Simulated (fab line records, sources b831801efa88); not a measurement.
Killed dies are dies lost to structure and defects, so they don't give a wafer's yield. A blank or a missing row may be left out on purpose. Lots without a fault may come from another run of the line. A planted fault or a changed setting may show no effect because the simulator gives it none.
Chamber matching | flow gf180mcu | GF_V1_CMP_04 on cmp-02: 4 sister chambers
The step polishes SiO2. 16 wafers are shown with their chamber, then 8 later ones without.

WAFERS WITH THEIR CHAMBER
wafer  | chamber | motor_current_A (A) | time_to_endpoint_s (s) | head_pressure_psi (psi)
L481.2 | 1       | 11.5                | 83                     | 4.002
L481.4 | 3       | 13.5                | 83                     | 4.004
L481.5 | 1       | 12.3                | 94                     | 3.982
L485.3 | 0       | 13.3                | 82                     | 4.004
L485.4 | 3       | 13.8                | 88                     | 4.001
L485.5 | 3       | 12.7                | 98                     | 3.991
L489.1 | 0       | 12.1                | 76                     | 3.986
L489.2 | 3       | 13.3                | 77                     | 3.983
L489.3 | 1       | 11.7                | 88                     | 4.014
L490.1 | 0       | 12.5                | 77                     | 3.990
L490.4 | 1       | 12.0                | 92                     | 3.994
L490.5 | 3       | 12.4                | 84                     | 3.994
L494.1 | 2       | 11.9                | 77                     | 4.002
L494.2 | 1       | 12.1                | 88                     | 4.016
L494.6 | 3       | 12.5                | 85                     | 4.005
L496.1 | 2       | 12.2                | 81                     | 3.985

SIGNATURES (means of the wafers above)
reading            | chamber 0 | chamber 1 | chamber 2 | chamber 3 | scatter within a chamber
motor_current_A    | 12.633    | 11.920    | 12.050    | 13.033    | 0.489
time_to_endpoint_s | 78.33     | 89.00     | 79.00     | 85.83     | 5.35
head_pressure_psi  | 3.99333   | 4.00160   | 3.99350   | 3.99633   | 0.0112
Rule: a wafer's distance from a chamber is the root of the sum, over the readings, of the square of ((its reading less the chamber's mean) divided by the reading's scatter). The wafer belongs to the nearest chamber; if the next one is less than 2 further off, it can't be placed. The scatter: the root of (the sum of the squares of (reading less its chamber's mean) over the shown wafers, divided by (wafers less chambers)).

WAFERS WITHOUT THEIR CHAMBER
wafer  | motor_current_A (A) | time_to_endpoint_s (s) | head_pressure_psi (psi)
L496.2 | 12.8                | 79                     | 4.004
L496.4 | 11.0                | 97                     | 4.014
L501.1 | 11.8                | 78                     | 4.004
L501.3 | 12.5                | 80                     | 3.999
L501.5 | 12.2                | 83                     | 4.000
L503.2 | 12.4                | 93                     | 3.990
L503.3 | 12.3                | 77                     | 3.999
L503.6 | 12.9                | 82                     | 3.998

WHICH CHAMBER EACH WENT THROUGH
wafer  | from the rows above               | in truth
L496.2 | can't be placed: 0 or 3 or 2 or 1 | 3
L496.4 | can't be placed: 1 or 2           | 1
L501.1 | can't be placed: 2 or 0 or 1 or 3 | 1
L501.3 | can't be placed: 0 or 2 or 3 or 1 | 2
L501.5 | can't be placed: 2 or 1 or 0 or 3 | 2
L503.2 | can't be placed: 1 or 3 or 2 or 0 | 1
L503.3 | can't be placed: 2 or 0 or 3 or 1 | 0
L503.6 | can't be placed: 3 or 0 or 2 or 1 | 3
Placed correctly: 0 of 8. Can't be placed from these rows: 8 (the true chamber is among the candidates in 8). Placed wrongly: 0.
